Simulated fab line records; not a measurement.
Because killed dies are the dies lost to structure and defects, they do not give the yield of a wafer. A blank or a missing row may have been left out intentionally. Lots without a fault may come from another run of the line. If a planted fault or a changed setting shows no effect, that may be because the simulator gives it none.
What tool caused it? || flow sky130 || 13 lots, 39 wafers sampled, at 5 steps of a route of 708

WHAT THE GAUGES READ, wafer by wafer
SKY_LDD_HVP_OVL_MEAS_07.
{"lot": "L308", "measured": "day 22 15:23", "on": "overlay-01", "LDD_HVP_OVL (nm)": "3.1 3.0 1.5"}
{"lot": "L309", "measured": "day 23 06:03", "on": "overlay-01", "LDD_HVP_OVL (nm)": "0.6 -0.4 -1.1"}
{"lot": "L310", "measured": "day 23 11:35", "on": "overlay-01", "LDD_HVP_OVL (nm)": "-0.2 -0.5 0.6"}
{"lot": "L311", "measured": "day 23 17:20", "on": "overlay-01", "LDD_HVP_OVL (nm)": "0.4 1.1 0.7"}
{"lot": "L314", "measured": "day 24 15:47", "on": "overlay-02", "LDD_HVP_OVL (nm)": "0.5 0.9 1.0"}
{"lot": "L315", "measured": "day 25 06:08", "on": "overlay-01", "LDD_HVP_OVL (nm)": "-0.1 1.5 -1.3"}
{"lot": "L316", "measured": "day 25 17:23", "on": "overlay-02", "LDD_HVP_OVL (nm)": "- - -"}
{"lot": "L317", "measured": "day 26 04:09", "on": "overlay-01", "LDD_HVP_OVL (nm)": "2.7 1.6 3.3"}
{"lot": "L319", "measured": "day 27 21:48", "on": "overlay-02", "LDD_HVP_OVL (nm)": "1.7 -0.4 1.1"}
{"lot": "L325", "measured": "day 28 21:05", "on": "overlay-02", "LDD_HVP_OVL (nm)": "0.6 -0.2 0.0"}
{"lot": "L327", "measured": "day 30 03:48", "on": "overlay-01", "LDD_HVP_OVL (nm)": "-2.0 -1.0 -1.1"}
{"lot": "L326", "measured": "day 30 04:59", "on": "overlay-02", "LDD_HVP_OVL (nm)": "-0.4 -1.0 -0.2"}
{"lot": "L328", "measured": "day 30 05:32", "on": "overlay-01", "LDD_HVP_OVL (nm)": "-0.9 -2.5 -1.5"}

SKY_LDD_HVP_TW_MEAS_10.
{"lot": "L308", "measured": "day 22 15:40", "on": "film_metro-02", "LDD_HVP_TW": "452 453 456"}
{"lot": "L309", "measured": "day 23 06:20", "on": "film_metro-02", "LDD_HVP_TW": "454 454 455"}
{"lot": "L310", "measured": "day 23 11:52", "on": "film_metro-01", "LDD_HVP_TW": "453 452 449"}
{"lot": "L311", "measured": "day 23 17:37", "on": "film_metro-02", "LDD_HVP_TW": "455 456 455"}
{"lot": "L314", "measured": "day 24 16:05", "on": "film_metro-02", "LDD_HVP_TW": "454 456 453"}
{"lot": "L315", "measured": "day 25 06:25", "on": "film_metro-04", "LDD_HVP_TW": "457 455 455"}
{"lot": "L316", "measured": "day 25 17:40", "on": "film_metro-02", "LDD_HVP_TW": "30 30 30"}
{"lot": "L317", "measured": "day 26 04:26", "on": "film_metro-01", "LDD_HVP_TW": "446 448 446"}
{"lot": "L319", "measured": "day 27 22:05", "on": "film_metro-01", "LDD_HVP_TW": "450 450 450"}
{"lot": "L325", "measured": "day 28 21:22", "on": "film_metro-01", "LDD_HVP_TW": "452 449 447"}
{"lot": "L327", "measured": "day 30 04:05", "on": "film_metro-04", "LDD_HVP_TW": "459 455 455"}
{"lot": "L326", "measured": "day 30 05:16", "on": "film_metro-01", "LDD_HVP_TW": "453 451 452"}
{"lot": "L328", "measured": "day 30 05:49", "on": "film_metro-04", "LDD_HVP_TW": "454 456 454"}

SKY_POLY_CUT_OVL_MEAS_09.
{"lot": "L308", "measured": "day 25 07:42", "on": "overlay-02", "POLY_CUT_OVL (nm)": "2 -8 1"}
{"lot": "L309", "measured": "day 25 18:13", "on": "overlay-02", "POLY_CUT_OVL (nm)": "3 4 -8"}
{"lot": "L310", "measured": "day 25 23:15", "on": "overlay-01", "POLY_CUT_OVL (nm)": "-2 -2 -5"}
{"lot": "L311", "measured": "day 26 06:58", "on": "overlay-02", "POLY_CUT_OVL (nm)": "-4 -8 -9"}
{"lot": "L314", "measured": "day 27 04:41", "on": "overlay-01", "POLY_CUT_OVL (nm)": "4 -4 1"}
{"lot": "L315", "measured": "day 27 20:04", "on": "overlay-02", "POLY_CUT_OVL (nm)": "4 -7 -1"}
{"lot": "L316", "measured": "day 28 05:33", "on": "overlay-01", "POLY_CUT_OVL (nm)": "-10 -2 -4"}
{"lot": "L317", "measured": "day 28 14:49", "on": "overlay-01", "POLY_CUT_OVL (nm)": "-7 2 1"}
{"lot": "L319", "measured": "day 30 08:28", "on": "overlay-02", "POLY_CUT_OVL (nm)": "-3 -3 4"}
{"lot": "L325", "measured": "day 31 07:03", "on": "overlay-02", "POLY_CUT_OVL (nm)": "-2 -8 1"}
{"lot": "L327", "measured": "day 32 12:28", "on": "overlay-01", "POLY_CUT_OVL (nm)": "-9 2 -5"}
{"lot": "L326", "measured": "day 32 14:28", "on": "overlay-01", "POLY_CUT_OVL (nm)": "1 1 2"}
{"lot": "L328", "measured": "day 32 15:25", "on": "overlay-01", "POLY_CUT_OVL (nm)": "-6 6 1"}

SKY_LOCAL_INTERCONNECT_CD_MEAS_11: the cd target is 170 nm.
{"lot": "L308", "measured": "day 31 08:57", "on": "cd_sem-02", "cd_nm (nm)": "170.7 169.0 170.5"}
{"lot": "L309", "measured": "day 31 20:42", "on": "cd_sem-02", "cd_nm (nm)": "169.2 168.6 169.7"}
{"lot": "L310", "measured": "day 31 23:23", "on": "cd_sem-02", "cd_nm (nm)": "172.9 170.9 169.7"}
{"lot": "L311", "measured": "day 32 06:36", "on": "cd_sem-01", "cd_nm (nm)": "170.1 170.0 170.3"}
{"lot": "L314", "measured": "day 33 05:49", "on": "cd_sem-01", "cd_nm (nm)": "169.4 169.5 170.7"}
{"lot": "L315", "measured": "day 33 18:38", "on": "cd_sem-01", "cd_nm (nm)": "168.2 168.3 169.6"}
{"lot": "L316", "measured": "day 34 04:44", "on": "cd_sem-02", "cd_nm (nm)": "172.1 172.4 171.9"}
{"lot": "L317", "measured": "day 34 09:53", "on": "cd_sem-02", "cd_nm (nm)": "168.9 168.5 167.5"}
{"lot": "L319", "measured": "day 36 03:50", "on": "cd_sem-02", "cd_nm (nm)": "172.2 172.0 170.2"}
{"lot": "L325", "measured": "day 37 01:50", "on": "cd_sem-02", "cd_nm (nm)": "171.7 170.8 170.6"}
{"lot": "L327", "measured": "day 38 05:20", "on": "cd_sem-01", "cd_nm (nm)": "169.2 169.3 168.7"}
{"lot": "L326", "measured": "day 38 06:29", "on": "cd_sem-02", "cd_nm (nm)": "168.7 168.3 168.1"}
{"lot": "L328", "measured": "day 38 07:26", "on": "cd_sem-02", "cd_nm (nm)": "171.5 171.0 171.4"}

WHAT TOOL EACH LOT RAN ON (gives the tool, then ch and the chambers of the sampled wafers, and finally the start)
{"lot": "L308", "SKY_LDD_HVP_EXPOSE_04": "iline_stepper-01 ch 0, day 21 23:54"}
{"lot": "L309", "SKY_LDD_HVP_EXPOSE_04": "iline_stepper-01 ch 0, day 22 14:34"}
{"lot": "L310", "SKY_LDD_HVP_EXPOSE_04": "iline_stepper-02 ch 0, day 22 20:53"}
{"lot": "L311", "SKY_LDD_HVP_EXPOSE_04": "iline_stepper-02 ch 0, day 23 03:00"}
{"lot": "L314", "SKY_LDD_HVP_EXPOSE_04": "iline_stepper-02 ch 0, day 24 01:58"}
{"lot": "L315", "SKY_LDD_HVP_EXPOSE_04": "iline_stepper-02 ch 0, day 24 15:11"}
{"lot": "L316", "SKY_LDD_HVP_EXPOSE_04": "iline_stepper-02 ch 0, day 25 03:59"}
{"lot": "L317", "SKY_LDD_HVP_EXPOSE_04": "iline_stepper-02 ch 0, day 25 13:12"}
{"lot": "L319", "SKY_LDD_HVP_EXPOSE_04": "iline_stepper-02 ch 0, day 27 08:00"}
{"lot": "L325", "SKY_LDD_HVP_EXPOSE_04": "iline_stepper-01 ch 0, day 28 06:05"}
{"lot": "L327", "SKY_LDD_HVP_EXPOSE_04": "iline_stepper-01 ch 0, day 29 13:20"}
{"lot": "L326", "SKY_LDD_HVP_EXPOSE_04": "iline_stepper-01 ch 0, day 29 14:35"}
{"lot": "L328", "SKY_LDD_HVP_EXPOSE_04": "iline_stepper-02 ch 0, day 29 14:50"}
- SKY_LDD_HVP_EXPOSE_04: exposes mask HVPTM, target cd 700 nm.

AS READ BY THE TOOLS THEMSELVES (means over the sampled wafers that have a number; for cases with no such wafer, the mark the record gives instead)
The record holds no such reading with a usual standard deviation.

THE ANSWER, worked out from the rows above alone
Rule: the lots themselves supply what counts as usual. The widest of any qualifying gaps counts: lots, ordered by their means at a reading, are off when they make up no more than a third of the lots, leave a main group of 4 or more, and stand apart from it by 3 or more times the standard deviation of that group's means. A main group whose means are all the same, to the digits that the tables above print for the reading, isn't used. Also off: a lot with no number at a reading for which 4 or more lots have one. Any other lot the step has rows for is counted as sound. Order of review: gauges by route order, followed by the tools' own readings, for which a lot's mean as printed above is used. At the first step where some lot is off, the reading lying furthest off is the one used; lots without a number count as furthest.
Off: L316, at SKY_LDD_HVP_OVL_MEAS_07 (LDD_HVP_OVL). Without a number there: L316. The main group: mean 0.3 nm, standard deviation 1.2.
A tool fits if, at a process step before that reading, it ran every lot that is off, and no sound lot after the first of them. The gauges at SKY_LDD_HVP_OVL_MEAS_07 aren't tried: what is off there is off at SKY_LDD_HVP_TW_MEAS_10 too, on other tools, and a gauge's error can't cause that. Of those tried, none fits.

WHAT THE SIMULATOR HAD INSERTED
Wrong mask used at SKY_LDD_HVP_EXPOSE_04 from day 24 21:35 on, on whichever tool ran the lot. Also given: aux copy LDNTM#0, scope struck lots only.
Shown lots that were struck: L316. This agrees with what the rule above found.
